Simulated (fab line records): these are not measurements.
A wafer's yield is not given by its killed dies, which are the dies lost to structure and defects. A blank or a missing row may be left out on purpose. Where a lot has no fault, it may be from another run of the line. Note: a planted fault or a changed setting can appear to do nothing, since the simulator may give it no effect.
Which of the tools did it?	flow gf180mcu	Sampling: 7 lots, 21 wafers, 3 of 602 route steps

WHAT THE GAUGES SHOWED, per wafer
GF_PSD_TW_MEAS_11.
lot	measured	on	PSD_TW
L781	day 15 05:07	film_metro-02	3159 3166 3143
L782	day 15 23:31	film_metro-02	3181 3166 3169
L787	day 17 22:31	film_metro-04	3216 3205 3229
L789	day 18 03:48	film_metro-04	3222 3201 3215
L796	day 20 11:07	film_metro-02	30 30 30
L798	day 21 06:10	film_metro-04	3174 3166 3164
L803	day 22 18:37	film_metro-02	3175 3167 3165

TOOL THAT RAN EACH LOT (tool first, then ch and the chambers of the sampled wafers, then the start)
lot	GF_NSD_STRIP_11	GF_PSD_STRIP_10
L781	plasma_asher-03 ch 1, day 14 06:40	plasma_asher-04 ch 0, day 15 05:01
L782	plasma_asher-02 ch 0,1, day 15 00:56	plasma_asher-04 ch 0,1, day 15 23:25
L787	plasma_asher-02 ch 1, day 16 22:22	plasma_asher-03 ch 0,1, day 17 22:25
L789	plasma_asher-02 ch 0,1, day 17 03:32	plasma_asher-04 ch 0,1, day 18 03:42
L796	plasma_asher-02 ch 0,1, day 19 10:10	plasma_asher-03 ch 0,1, day 20 11:01
L798	plasma_asher-02 ch 0,1, day 20 06:04	plasma_asher-04 ch 0,1, day 21 06:04
L803	plasma_asher-02 ch 0,1, day 21 19:34	plasma_asher-03 ch 0, day 22 18:31
- GF_NSD_STRIP_11: strips in O2/N2.
- GF_PSD_STRIP_10: strips in O2/N2.

THE ANSWER, worked out from the rows above alone
Rule: what is usual is taken from the lots themselves. The widest of any qualifying gaps counts: lots, ordered by their means at a reading, are off when they make up no more than a third of the lots, leave a main group of 4 or more, and stand apart from it by 3 or more times the standard deviation of that group's means. Not used: any main group whose means are identical at the precision the tables above print for the reading. Also off: a lot with no number at a reading for which 4 or more lots have one. The other lots that the step has rows for count as sound.
Off: at GF_PSD_TW_MEAS_11 (PSD_TW), L796. The main group: mean 3182, standard deviation 23.
A tool fits if, at a process step before that reading, it ran every lot that is off, and no sound lot after the first of them. The gauges at GF_PSD_TW_MEAS_11 are tried like those tools. No candidate that was tried fits.

WHAT THE SIMULATOR HAD PUT IN
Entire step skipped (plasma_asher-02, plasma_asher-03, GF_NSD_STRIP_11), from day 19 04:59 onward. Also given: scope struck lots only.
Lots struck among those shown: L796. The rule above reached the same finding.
